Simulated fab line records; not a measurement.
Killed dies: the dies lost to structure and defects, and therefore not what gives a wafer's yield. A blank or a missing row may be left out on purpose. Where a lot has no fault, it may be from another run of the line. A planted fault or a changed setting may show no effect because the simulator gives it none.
Which tool is to blame? ; flow gf180mcu ; 10 lots with 30 wafers sampled at 5 steps, on a route of 602 steps

WHAT THE GAUGES READ, wafer by wafer
GF_PSD_TW_MEAS_11.
lot;measured;on;PSD_TW
L964;day 15 13:20;filmMetro-01;3218 3214 3212
L965;day 15 22:49;filmMetro-03;3207 3221 3220
L969;day 17 01:11;filmMetro-03;3222 3218 3211
L973;day 18 13:45;filmMetro-03;3067 3089 3077
L974;day 18 20:13;filmMetro-04;3076 3079 3062
L978;day 20 05:41;filmMetro-04;3176 3179 3168
L980;day 21 07:56;filmMetro-03;3253 3263 3261
L981;day 21 08:14;filmMetro-01;3212 3214 3208
L982;day 21 13:29;filmMetro-03;3252 3259 3248
L984;day 22 08:40;filmMetro-03;3219 3222 3209

WHICH TOOL RAN EACH LOT (tool, then ch and the chambers of the sampled wafers, then the start)
lot;GF_HV_LDD_STRIP_37;GF_HV_LDD_STRIP_49;GF_PSD_IMPLANT_09;GF_PSD_STRIP_10
L964;plasmaAsher-01 ch 0,1, day 12 20:10;plasmaAsher-02 ch 0,1, day 13 16:23;implanter-04 ch 0, day 15 13:06;plasmaAsher-03 ch 0,1, day 15 13:13
L965;plasmaAsher-02 ch 0,1, day 13 03:46;plasmaAsher-01 ch 0,1, day 13 23:46;implanter-02 ch 0, day 15 22:34;plasmaAsher-04 ch 0,1, day 15 22:43
L969;plasmaAsher-02 ch 0,1, day 14 04:13;plasmaAsher-03 ch 0,1, day 15 01:30;implanter-02 ch 0, day 17 00:58;plasmaAsher-03 ch 0,1, day 17 01:06
L973;plasmaAsher-01 ch 0,1, day 15 13:25;plasmaAsher-03 ch 0,1, day 16 12:10;implanter-02 ch 0, day 18 13:33;plasmaAsher-03 ch 0,1, day 18 13:40
L974;plasmaAsher-01 ch 0,1, day 15 18:48;plasmaAsher-03 ch 0,1, day 16 16:54;implanter-02 ch 0, day 18 19:59;plasmaAsher-02 ch 0,1, day 18 20:07
L978;plasmaAsher-02 ch 0,1, day 17 00:31;plasmaAsher-02 ch 0,1, day 18 00:04;implanter-04 ch 0, day 20 05:28;plasmaAsher-04 ch 0,1, day 20 05:37
L980;plasmaAsher-01 ch 0,1, day 17 21:41;plasmaAsher-02 ch 0,1, day 18 22:11;implanter-04 ch 0, day 21 07:42;plasmaAsher-03 ch 0,1, day 21 07:49
L981;plasmaAsher-02 ch 0,1, day 18 03:44;plasmaAsher-01 ch 0,1, day 19 04:04;implanter-02 ch 0, day 21 08:00;plasmaAsher-04 ch 0,1, day 21 08:07
L982;plasmaAsher-02 ch 0,1, day 18 10:13;plasmaAsher-03 ch 0,1, day 19 09:55;implanter-02 ch 0, day 21 13:16;plasmaAsher-02 ch 1, day 21 13:23
L984;plasmaAsher-03 ch 0,1, day 19 02:37;plasmaAsher-02 ch 0,1, day 20 05:16;implanter-03 ch 0, day 22 08:25;plasmaAsher-04 ch 0,1, day 22 08:34
- GF_HV_LDD_STRIP_37: strips in O2/N2.
- GF_HV_LDD_STRIP_49: strips in O2/N2.
- GF_PSD_IMPLANT_09
- GF_PSD_STRIP_10: strips in O2/N2.

THE ANSWER, worked out from the rows above alone
Rule: the lots themselves supply what counts as usual. Put in order of their means at a reading, lots are off if they are a third of the lots or fewer, leave a main group of 4 or more, and stand apart from it by a gap of 3 or more times the standard deviation of the main group's means; of several such gaps the widest counts. Not used: any main group whose means are identical at the precision the tables above print for the reading. A lot without any number at a reading at which 4 lots or more have one is off too. All remaining lots with rows at the step are treated as sound.
Off: L973, L974, seen at GF_PSD_TW_MEAS_11 (PSD_TW). The main group: mean 3220, standard deviation 25.
If a tool, at a process step before that reading, ran all the lots that are off and no sound lot after the first of them, it fits. Gauges at GF_PSD_TW_MEAS_11: tried the same way as those tools. None of those tried fits.

WHAT THE SIMULATOR HAD INSERTED
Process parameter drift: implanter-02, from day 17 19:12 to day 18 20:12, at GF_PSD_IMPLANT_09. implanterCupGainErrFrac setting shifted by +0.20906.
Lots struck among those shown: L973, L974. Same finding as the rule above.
